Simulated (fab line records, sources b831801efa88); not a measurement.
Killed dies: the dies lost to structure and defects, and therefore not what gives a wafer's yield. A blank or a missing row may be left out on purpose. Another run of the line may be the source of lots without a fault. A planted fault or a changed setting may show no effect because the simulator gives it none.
The tool behind it: which one? | flow gf180mcu | 14 lots with 42 wafers sampled at 5 steps, on a route of 602 steps

WHAT THE GAUGES SHOWED, per wafer
GF_STI_THK_MEAS_04. Usual: STI_CVD_03_THK 207.0 nm, standard deviation 1.8.
lot  | measured    | on            | STI_CVD_03_THK (nm) | flag
L308 | day 1 13:34 | film_metro-01 | 208.7 206.8 207.4   |
L309 | day 1 19:19 | film_metro-01 | 210.2 207.6 207.8   |
L310 | day 1 23:34 | film_metro-01 | 208.6 209.1 210.3   |
L311 | day 2 04:34 | film_metro-03 | 206.7 205.3 205.8   |
L313 | day 2 14:34 | film_metro-01 | 209.9 208.9 207.4   |
L315 | day 3 00:59 | film_metro-01 | 206.6 207.5 206.6   |
L316 | day 3 05:34 | film_metro-01 | 208.2 210.3 208.0   |
L317 | day 3 11:46 | film_metro-01 | 209.0 210.0 208.4   |
L318 | day 3 16:40 | film_metro-03 | 209.3 210.0 207.4   |
L319 | day 3 20:52 | film_metro-02 | 204.9 205.5 205.5   |
L324 | day 4 21:37 | film_metro-03 | 208.0 208.3 206.9   |
L327 | day 5 12:34 | film_metro-03 | 208.4 209.1 209.4   |
L330 | day 6 03:34 | film_metro-02 | 205.0 205.2 206.4   |
L331 | day 6 09:05 | film_metro-01 | 205.9 205.3 204.9   |

GF_STI_THK_MEAS_24. Usual: STI_CVD_23_THK 648 nm, standard deviation 7.6.
lot  | measured    | on            | STI_CVD_23_THK (nm) | flag
L308 | day 2 04:48 | film_metro-03 | 653 646 647         |
L309 | day 2 11:23 | film_metro-01 | 643 642 660         |
L310 | day 2 15:31 | film_metro-02 | 644 662 642         |
L311 | day 2 20:10 | film_metro-01 | 659 647 649         |
L313 | day 3 05:58 | film_metro-02 | 652 646 648         |
L315 | day 3 17:44 | film_metro-01 | 640 636 640         |
L316 | day 3 21:34 | film_metro-02 | 645 642 628         |
L317 | day 4 04:14 | film_metro-03 | 649 650 642         |
L318 | day 4 09:20 | film_metro-03 | 669 652 648         |
L319 | day 4 13:26 | film_metro-03 | 639 641 645         |
L324 | day 5 14:41 | film_metro-01 | 643 643 646         |
L327 | day 6 06:23 | film_metro-03 | 650 649 645         |
L330 | day 6 22:19 | film_metro-03 | 642 653 657         |
L331 | day 7 03:42 | film_metro-03 | 649 654 650         |

GF_VT_IMPLANT_OVL_MEAS_18. Usual: VT_IMPLANT_01_OVL 0.1 nm, standard deviation 1.5.
lot  | measured     | on         | VT_IMPLANT_01_OVL (nm) | flag
L308 | day 6 18:28  | overlay-01 | -0.7 2.4 1.7           |
L309 | day 7 04:34  | overlay-01 | -1.9 2.8 1.3           |
L310 | day 7 09:38  | overlay-01 | -0.3 -0.7 -1.1         |
L311 | day 7 16:19  | overlay-01 | 1.6 0.7 2.2            |
L313 | day 8 04:25  | overlay-02 | -0.5 -0.1 -0.2         |
L315 | day 8 19:37  | overlay-02 | 0.6 -1.3 0.7           |
L316 | day 9 01:16  | overlay-02 | -2.1 -3.0 1.0          |
L317 | day 9 09:53  | overlay-01 | -0.2 0.8 -0.1          |
L318 | day 9 16:44  | overlay-01 | 2.1 0.9 -0.9           |
L319 | day 9 20:40  | overlay-01 | -3.9 -1.3 -1.8         |
L324 | day 11 04:41 | overlay-01 | -0.6 -0.3 -1.2         |
L327 | day 11 23:28 | overlay-02 | 0.1 0.6 1.0            |
L330 | day 12 21:35 | overlay-01 | -0.6 -1.2 -1.5         |
L331 | day 13 02:25 | overlay-02 | 1.2 1.1 1.3            |

GF_VT_IMPLANT_RS_MEAS_48: a four-point-probe measurement. Usual: LVPWELL_RS 1196.9 ohm/sq, standard deviation 2.9.
lot  | measured     | on            | LVPWELL_RS (ohm/sq)  | flag
L308 | day 8 08:01  | film_metro-02 | 1195.1 1196.7 1191.3 |
L309 | day 8 17:54  | film_metro-04 | 1194.9 1196.0 1194.2 |
L310 | day 8 23:09  | film_metro-04 | 1205.6 1200.1 1200.0 |
L311 | day 9 07:19  | film_metro-03 | 1193.7 1192.6 1195.0 |
L313 | day 9 19:30  | film_metro-04 | 1195.7 1194.6 1193.0 |
L315 | day 10 10:52 | film_metro-04 | 1193.9 1192.8 1193.9 |
L316 | day 10 18:31 | film_metro-04 | 1201.1 1204.0 1201.3 |
L317 | day 11 01:50 | film_metro-03 | 1200.5 1198.0 1196.8 |
L318 | day 11 10:15 | film_metro-03 | 1197.4 1195.6 1196.2 |
L319 | day 11 15:20 | film_metro-02 | 1199.9 1193.4 1195.6 |
L324 | day 12 23:16 | film_metro-04 | 1192.0 1197.0 1197.5 |
L327 | day 13 18:20 | film_metro-02 | 1218.9 1218.9 1219.5 | OFF
L330 | day 14 16:23 | film_metro-02 | 1215.0 1219.2 1216.6 | OFF
L331 | day 14 22:23 | film_metro-04 | 1194.4 1196.8 1198.8 |

EACH LOT AND THE TOOL THAT RAN IT (in order: tool; ch and the chambers of the sampled wafers; start)
lot  | GF_LVPWELL_IMPLANT_09
L308 | implanter-03 ch 0, day 4 00:46
L309 | implanter-03 ch 0, day 4 09:33
L310 | implanter-03 ch 0, day 4 15:45
L311 | implanter-02 ch 0, day 4 20:52
L313 | implanter-03 ch 0, day 5 06:04
L315 | implanter-03 ch 0, day 5 19:11
L316 | implanter-03 ch 0, day 6 01:10
L317 | implanter-03 ch 0, day 6 07:19
L318 | implanter-03 ch 0, day 6 13:31
L319 | implanter-02 ch 0, day 6 16:37
L324 | implanter-01 ch 0, day 7 21:04
L327 | implanter-01 ch 0, day 8 14:56
L330 | implanter-01 ch 0, day 9 10:19
L331 | implanter-02 ch 0, day 9 14:28
- GF_LVPWELL_IMPLANT_09

WHAT THE TOOLS THEMSELVES READ (means of the sampled wafers that have a number; where no wafer has one, the mark that the record gives instead)
The record holds no such reading with a usual standard deviation.

THE ANSWER, worked out from the rows above alone
Rule: lot off if the mean of its wafers having a number is beyond 3 standard deviations from the usual mean. A lot without any number at a reading at which 4 lots or more have one is off too. Any other lot the step has rows for is counted as sound. First the gauges in route order, then the tools' own readings, where a lot's mean is used as printed above. At the first step where some lot is off, the reading lying furthest off is the one used; lots without a number count as furthest.
Off: L327, L330, seen at GF_VT_IMPLANT_RS_MEAS_48 (LVPWELL_RS).
A tool fits if, at a process step before that reading, it ran every lot that is off, and no sound lot after the first of them. Those tools and the gauges at GF_VT_IMPLANT_RS_MEAS_48 are tried in the same way. Can't be told from this: 2 tools fit, implanter-01 at GF_LVPWELL_IMPLANT_09, film_metro-02 at GF_VT_IMPLANT_RS_MEAS_48.

WHAT WAS PUT IN BY THE SIMULATOR
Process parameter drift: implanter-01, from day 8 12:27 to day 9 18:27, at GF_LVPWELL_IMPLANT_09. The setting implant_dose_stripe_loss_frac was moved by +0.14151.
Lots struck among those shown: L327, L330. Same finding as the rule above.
